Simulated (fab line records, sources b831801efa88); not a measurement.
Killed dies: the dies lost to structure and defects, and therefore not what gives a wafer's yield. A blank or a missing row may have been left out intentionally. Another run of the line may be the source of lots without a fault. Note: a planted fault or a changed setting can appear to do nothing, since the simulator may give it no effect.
Chamber matching -- flow sky130 -- 4 sister chambers for SKY_FIELD_ISO_ETCH_17 on rie-si-01
The step etches Si in HBr/Cl2/O2, target depth 342 nm, time 97.7 s. 8 wafers are shown with their chamber, then 7 later ones without.

EACH WAFER AND ITS CHAMBER
wafer,chamber,drypump-motor-current-A (A),throttle-valve-pct (%)
L189.4,2,6.0,25.649
L189.5,3,5.8,25.658
L189.6,2,6.0,25.641
L191.3,0,5.8,25.650
L191.4,1,5.0,25.673
L191.6,0,5.8,25.653
L193.1,3,5.7,25.649
L193.3,1,4.9,25.658

WAFERS MISSING THEIR CHAMBER
wafer,drypump-motor-current-A (A),throttle-valve-pct (%)
L193.4,6.0,25.644
L200.2,6.0,25.658
L200.4,5.8,25.648
L200.5,4.9,25.664
L201.1,5.8,25.656
L201.5,5.8,25.662
L201.6,6.0,25.642

EACH ONE'S CHAMBER
wafer,from the rows above,in truth
L193.4,2,2
L200.2,2,2
L200.4,can't be placed: 0 or 3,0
L200.5,1,1
L201.1,can't be placed: 0 or 3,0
L201.5,can't be placed: 0 or 3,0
L201.6,2,2
Correctly placed: 4 of 7. Unplaceable from these rows: 3, with the true chamber sitting among the candidates in 3. Number placed wrongly: 0.
How it was worked out, from the rows above alone: a wafer's distance from a chamber is the root of the sum, over the readings, of the square of ((its reading less the chamber's mean) divided by the reading's scatter). If the next closest chamber is less than 2 further off than the closest, the wafer can't be placed; otherwise it belongs to the closest. Each chamber's mean is taken over the wafers shown for it. The scatter is the square root of a quotient: the sum, over the shown wafers, of each reading's squared deviation from its chamber's mean, divided by wafers minus chambers.
